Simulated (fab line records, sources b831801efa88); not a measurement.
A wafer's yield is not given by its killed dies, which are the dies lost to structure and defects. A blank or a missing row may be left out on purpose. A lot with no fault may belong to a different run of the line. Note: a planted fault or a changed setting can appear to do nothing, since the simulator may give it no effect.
Chamber matching :: flow sky130 :: 4 sister chambers for SKY_VIA3_CMP_02 on cmp-01
The step polishes SiO2. 8 wafers are shown with their chamber, then 8 later ones without.

== WAFERS WITH THEIR CHAMBER ==
wafer: L085.5
chamber: 3
motorCurrentA (A): 14.2

wafer: L088.2
chamber: 3
motorCurrentA (A): 13.3

wafer: L088.5
chamber: 2
motorCurrentA (A): 11.9

wafer: L088.6
chamber: 1
motorCurrentA (A): 13.8

wafer: L092.1
chamber: 0
motorCurrentA (A): 11.4

wafer: L092.2
chamber: 1
motorCurrentA (A): 14.0

wafer: L092.6
chamber: 2
motorCurrentA (A): 12.2

wafer: L095.3
chamber: 0
motorCurrentA (A): 11.5

== WAFERS WITH NO CHAMBER GIVEN ==
wafer: L095.4
motorCurrentA (A): 11.7

wafer: L095.5
motorCurrentA (A): 14.0

wafer: L096.2
motorCurrentA (A): 15.3

wafer: L096.3
motorCurrentA (A): 10.9

wafer: L096.4
motorCurrentA (A): 11.4

wafer: L097.3
motorCurrentA (A): 12.3

wafer: L097.4
motorCurrentA (A): 14.0

wafer: L097.5
motorCurrentA (A): 14.8

== WHICH CHAMBER EACH WENT THROUGH ==
wafer: L095.4
from the rows above: can't be placed: 0 or 2
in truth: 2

wafer: L095.5
from the rows above: can't be placed: 1 or 3
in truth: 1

wafer: L096.2
from the rows above: can't be placed: 1 or 3
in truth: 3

wafer: L096.3
from the rows above: can't be placed: 0 or 2
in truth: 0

wafer: L096.4
from the rows above: can't be placed: 0 or 2
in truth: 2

wafer: L097.3
from the rows above: can't be placed: 2 or 0
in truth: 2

wafer: L097.4
from the rows above: can't be placed: 1 or 3
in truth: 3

wafer: L097.5
from the rows above: can't be placed: 1 or 3
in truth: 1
0 of 8 placed correctly. Unplaceable from these rows: 8, with the true chamber sitting among the candidates in 8. Number placed wrongly: 0.
How it was worked out, from the rows above alone: a wafer's distance from a chamber is the root of the sum, over the readings, of the square of ((its reading less the chamber's mean) divided by the reading's scatter). The wafer belongs to the nearest chamber; if the next one is less than 2 further off, it can't be placed. Each chamber's mean is taken over the wafers shown for it. How the scatter is found: for the shown wafers, subtract from each reading the mean of its chamber, square and add these, divide the total by (wafers less chambers), then take the root.
